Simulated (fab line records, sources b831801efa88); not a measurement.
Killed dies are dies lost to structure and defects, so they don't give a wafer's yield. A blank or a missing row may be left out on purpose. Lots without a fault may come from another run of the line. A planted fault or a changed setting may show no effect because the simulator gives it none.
Problem report in the 8D (eight disciplines) form, filled by code | flow sky130 | the parts of the form that need people (team, actions taken, sign-off) are left out

1. THE PROBLEM
sort_bin_3_pad_short at SKY_PAD_OPEN_PROBE_99 reads a mean of 3.9 % on 3 wafers of 2 lots; wafers without a fault read 0.8 % with a standard deviation of 0.4. That is +7.7 standard deviations from the usual mean.
First seen on wafer L894.1, day 48 22:01, on prober-01. The record holds 33 wafers of 11 lots with a number at this step. Rule for "out", or "out of limits": more than 4 standard deviations from the usual mean. The other wafers with a number count as sound.

2. WHAT IT IS AND WHAT IT IS NOT
question                    | is                                                                                                       | is not
which readings at this step | sort_bin_3_pad_short, defect_limited_yield, killed_at_M0_to_M3, killed_dies, sort_n_pass, sort_yield_pct | killed_at_M4_up, killed_at_front_end, killed_at_other, killed_short, sort_bin_6_memory
which lots                  | L894, L895                                                                                               | L881, L883, L884, L885, L886, L888, L890, L891, L904
which wafers of those lots  | L894.1, L895.2, L895.5                                                                                   | L894.4, L894.5, L895.3
read on which tools         | prober-01, prober-02                                                                                     | -
when                        | from day 48 22:01                                                                                        | up to then (24 sound wafers); but 6 sound wafers of L894, L895, L904 came after

3. SUSPECTS, AND WHAT RULES EACH OUT
Counting: a tool at a process step up to the reading stays a suspect if it ran every lot that is out. Sound lots after the first of them don't rule it out here, since some wafers of a struck lot are sound.
- pvd_sputter-04 at SKY_METAL1_SPUTTER_00 (material Ti, target thk 15 nm, time 10 s): kept. It ran every lot that is out, first L894 (day 35 18:53); its last sound lot up to then is L891 (day 34 20:56).
Left after counting: pvd_sputter-04 at SKY_METAL1_SPUTTER_00.

4. THE CAUSE (what the simulator had put in)
Chamber particle source: pvd_sputter-04, from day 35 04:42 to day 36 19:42, at SKY_METAL1_SPUTTER_00. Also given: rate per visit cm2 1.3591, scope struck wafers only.
Counting left only this tool.

5. THE CHAIN OF EFFECTS, in route order
Each row: a reading whose mean over the struck wafers that have a number lies more than 3 standard deviations from the usual. Only readings for which the record gives a usual standard deviation are gone through. hours: the time from each lot's start at the first step in this table that gives one to its start at this step, as a median over the lots. sigmas: the change in usual standard deviations.
hours | step                  | reading              | usual  | on struck wafers | change | sigmas
0     | SKY_PAD_OPEN_PROBE_99 | defect_limited_yield | 82.6 % | 72.1             | -10.5  | -5.5
0     | SKY_PAD_OPEN_PROBE_99 | killed_at_M0_to_M3   | 43     | 105              | +62    | +9.0
0     | SKY_PAD_OPEN_PROBE_99 | killed_dies          | 85     | 137              | +52    | +5.5
0     | SKY_PAD_OPEN_PROBE_99 | sort_bin_3_pad_short | 0.8 %  | 3.9              | +3.1   | +7.7
0     | SKY_PAD_OPEN_PROBE_99 | sort_bin_5_function  | 10.2 % | 16.7             | +6.5   | +4.1
0     | SKY_PAD_OPEN_PROBE_99 | sort_n_pass          | 407    | 355              | -52    | -5.5
0     | SKY_PAD_OPEN_PROBE_99 | sort_yield_pct       | 82.6 % | 72.1             | -10.5  | -5.5
The process steps in it:
- SKY_PAD_OPEN_PROBE_99

6. WHAT WOULD HAVE CAUGHT IT SOONER
In this record the first reading out of limits was taken at day 48 22:01, 329 hours after the fault began at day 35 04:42.
Of the tool readings at SKY_METAL1_SPUTTER_00 for which the record gives a usual standard deviation, none was out on any struck wafer, so an alarm limit of 4 standard deviations on them would not have fired.
All the lots that are out (2) had begun SKY_METAL1_SPUTTER_00 on pvd_sputter-04 by day 48 22:01. A hold on the tool at that time would have spared none of them.
